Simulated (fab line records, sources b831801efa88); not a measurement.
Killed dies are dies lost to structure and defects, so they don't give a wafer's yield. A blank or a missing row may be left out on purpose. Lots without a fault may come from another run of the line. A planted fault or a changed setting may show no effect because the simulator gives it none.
Which tool did it? | flow sky130 | 11 lots, 33 wafers sampled, at 5 steps of a route of 708

WHAT THE GAUGES READ, wafer by wafer
SKY_METAL2_CD_MEAS_15: target cd 140 nm. Usual: cd_nm 140.5 nm, standard deviation 1.4.
lot  | measured     | on        | cd_nm (nm)        | flag
L566 | day 35 06:52 | cd_sem-01 | 144.0 142.3 143.5 |
L570 | day 37 00:50 | cd_sem-02 | 142.0 140.5 140.6 |
L571 | day 37 06:41 | cd_sem-01 | 139.7 137.9 138.9 |
L572 | day 37 08:31 | cd_sem-01 | 138.7 139.6 139.1 |
L574 | day 38 17:22 | cd_sem-02 | 142.2 142.7 142.0 |
L578 | day 39 10:13 | cd_sem-02 | 140.0 141.3 140.6 |
L581 | day 40 01:53 | cd_sem-01 | 138.8 138.6 139.5 |
L582 | day 40 09:57 | cd_sem-01 | 171.7 173.0 173.6 | OFF
L583 | day 40 19:48 | cd_sem-01 | 171.7 169.3 172.4 | OFF
L586 | day 41 14:44 | cd_sem-01 | 159.2 160.6 160.9 | OFF
L587 | day 41 20:20 | cd_sem-01 | 140.1 140.6 139.7 |

SKY_METAL2_OVL_MEAS_16. Usual: METAL2_OVL -1 nm, standard deviation 5.4.
lot  | measured     | on         | METAL2_OVL (nm) | flag
L566 | day 35 06:58 | overlay-02 | -6 -3 -9        |
L570 | day 37 00:56 | overlay-01 | 6 1 7           |
L571 | day 37 06:48 | overlay-02 | -7 -5 -8        |
L572 | day 37 08:38 | overlay-02 | -2 9 2          |
L574 | day 38 17:29 | overlay-01 | 1 -2 -3         |
L578 | day 39 10:18 | overlay-02 | -5 -3 -3        |
L581 | day 40 02:00 | overlay-01 | 4 1 -5          |
L582 | day 40 10:04 | overlay-02 | -4 -4 -9        |
L583 | day 40 19:55 | overlay-01 | -6 -12 -4       |
L586 | day 41 14:51 | overlay-02 | 5 2 0           |
L587 | day 41 20:26 | overlay-02 | 6 2 0           |

WHICH TOOL RAN EACH LOT (tool, then ch and the chambers of the sampled wafers, then the start)
lot  | SKY_METAL1_DESCUM_17              | SKY_VIA1_STRIP_16                    | SKY_METAL2_EXPOSE_12
L566 | rie_metal-02 ch 0,1, day 32 22:12 | plasma_asher-02 ch 0,1, day 34 02:14 | krf_scanner-02 ch 0, day 34 17:38
L570 | rie_metal-02 ch 0,1, day 34 14:08 | plasma_asher-04 ch 0, day 35 19:22   | krf_scanner-02 ch 0, day 36 10:46
L571 | rie_metal-02 ch 0, day 34 20:32   | plasma_asher-04 ch 0,1, day 36 02:25 | krf_scanner-02 ch 0, day 36 17:31
L572 | rie_metal-04 ch 0,1, day 34 23:29 | plasma_asher-02 ch 0,1, day 36 04:19 | krf_scanner-01 ch 0, day 36 19:33
L574 | rie_metal-04 ch 0,1, day 36 08:08 | plasma_asher-02 ch 0,1, day 37 13:28 | krf_scanner-01 ch 0, day 38 05:23
L578 | rie_metal-01 ch 0,1, day 37 02:59 | plasma_asher-03 ch 0,1, day 38 08:02 | krf_scanner-01 ch 0, day 38 21:46
L581 | rie_metal-02 ch 1, day 37 19:52   | plasma_asher-02 ch 0,1, day 38 23:31 | krf_scanner-01 ch 0, day 39 13:29
L582 | rie_metal-04 ch 0,1, day 38 06:29 | plasma_asher-03 ch 0,1, day 39 08:45 | krf_scanner-02 ch 0, day 39 22:19
L583 | rie_metal-01 ch 0,1, day 38 17:08 | plasma_asher-03 ch 0,1, day 39 19:12 | krf_scanner-02 ch 0, day 40 08:32
L586 | rie_metal-02 ch 0,1, day 39 11:40 | plasma_asher-04 ch 0,1, day 40 13:16 | krf_scanner-02 ch 0, day 41 03:11
L587 | rie_metal-01 ch 0,1, day 39 16:40 | plasma_asher-02 ch 0,1, day 40 18:14 | krf_scanner-01 ch 0, day 41 08:52
- SKY_METAL1_DESCUM_17: chemistry O2, time 8 s.
- SKY_VIA1_STRIP_16: strips in O2/N2.
- SKY_METAL2_EXPOSE_12: exposes mask MM2, target cd 140 nm.

WHAT THE TOOLS THEMSELVES READ (means of the sampled wafers that have a number; where no wafer has one, the mark that the record gives instead)
SKY_METAL1_DESCUM_17. Usual: drypump_motor_current_A 5.5 A, standard deviation 0.37; oes_product_au 0.997 a.u., standard deviation 0.0084; temp_c 39.98 C, standard deviation 0.12.
lot  | tool         | drypump_motor_current_A (A) | oes_product_au (a.u.) | temp_c (C) | flag
L566 | rie_metal-02 | 5.6                         | 1.003                 | 40.07      |
L570 | rie_metal-02 | 5.6                         | 0.993                 | 39.98      |
L571 | rie_metal-02 | 5.6                         | 0.993                 | 40.08      |
L572 | rie_metal-04 | 5.3                         | 0.985                 | 39.83      |
L574 | rie_metal-04 | 5.3                         | 0.996                 | 39.89      |
L578 | rie_metal-01 | 5.5                         | 0.995                 | 39.92      |
L581 | rie_metal-02 | 5.6                         | 1.003                 | 39.81      |
L582 | rie_metal-04 | 5.3                         | 0.988                 | 40.09      |
L583 | rie_metal-01 | 5.3                         | 1.000                 | 40.03      |
L586 | rie_metal-02 | 5.6                         | 1.012                 | 39.99      |
L587 | rie_metal-01 | 5.5                         | 0.995                 | 39.94      |

SKY_VIA1_STRIP_16. Usual: drypump_motor_current_A 5.7 A, standard deviation 0.46; oes_product_au 0.416 a.u., standard deviation 0.0042; strip_time_to_endpoint_s 4.466 s, standard deviation 0.022.
lot  | tool            | drypump_motor_current_A (A) | oes_product_au (a.u.) | strip_time_to_endpoint_s (s) | flag
L566 | plasma_asher-02 | 6.1                         | 0.419                 | 4.439                        |
L570 | plasma_asher-04 | 5.0                         | 0.414                 | 4.409                        |
L571 | plasma_asher-04 | 5.2                         | 0.415                 | 4.441                        |
L572 | plasma_asher-02 | 6.1                         | 0.412                 | 4.476                        |
L574 | plasma_asher-02 | 6.1                         | 0.419                 | 4.461                        |
L578 | plasma_asher-03 | 6.0                         | 0.416                 | 4.468                        |
L581 | plasma_asher-02 | 6.1                         | 0.415                 | 4.472                        |
L582 | plasma_asher-03 | 5.9                         | 0.419                 | 4.494                        |
L583 | plasma_asher-03 | 5.9                         | 0.416                 | 4.489                        |
L586 | plasma_asher-04 | 5.2                         | 0.417                 | 4.471                        |
L587 | plasma_asher-02 | 5.6                         | 0.416                 | 4.479                        |

SKY_METAL2_EXPOSE_12. Usual: exposure_dose_mJ_cm2 27.99, standard deviation 0.068.
lot  | tool           | exposure_dose_mJ_cm2 | flag
L566 | krf_scanner-02 | 28.04                |
L570 | krf_scanner-02 | 28.00                |
L571 | krf_scanner-02 | 27.97                |
L572 | krf_scanner-01 | 27.94                |
L574 | krf_scanner-01 | 27.98                |
L578 | krf_scanner-01 | 27.94                |
L581 | krf_scanner-01 | 27.93                |
L582 | krf_scanner-02 | 23.80                | OFF
L583 | krf_scanner-02 | 23.82                | OFF
L586 | krf_scanner-02 | 25.35                | OFF
L587 | krf_scanner-01 | 27.92                |

THE ANSWER, worked out from the rows above alone
Rule: a lot is off if the mean of its wafers that have a number lies more than 3 standard deviations from the usual mean. A lot without any number at a reading at which 4 lots or more have one is off too. The other lots that the step has rows for count as sound. The gauges are gone through in route order, then the tools' own readings, and for those a lot's mean is taken as printed above. The first step at which some lot is off is used, and at that step the reading that is off furthest; a lot without a number counts as furthest.
Off: L582, L583, L586, at SKY_METAL2_CD_MEAS_15 (cd_nm).
A tool fits if, at a process step before that reading, it ran every lot that is off, and no sound lot after the first of them. The gauges at SKY_METAL2_CD_MEAS_15 aren't tried: what is off there is off at SKY_METAL2_EXPOSE_12 too, on other tools, and a gauge's error can't cause that. One fits: krf_scanner-02 at SKY_METAL2_EXPOSE_12. Its last sound lot is L571 (day 36 17:31), its first lot that is off L582 (day 39 22:19): a fault that began between those two fits.
The tool's own readings at SKY_METAL2_EXPOSE_12 bear it out: on the lots that are off they differ by more than 5 times the standard deviation of the sound lots' means. exposure_dose_mJ_cm2 reads 24.32 there against 27.96 on the sound lots.

WHAT THE SIMULATOR HAD PUT IN
Process parameter drift: krf_scanner-02, from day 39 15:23 on, at SKY_METAL2_EXPOSE_12. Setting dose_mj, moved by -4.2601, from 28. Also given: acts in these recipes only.
Lots struck among those shown: L582, L583, L586. The rule above found the same.
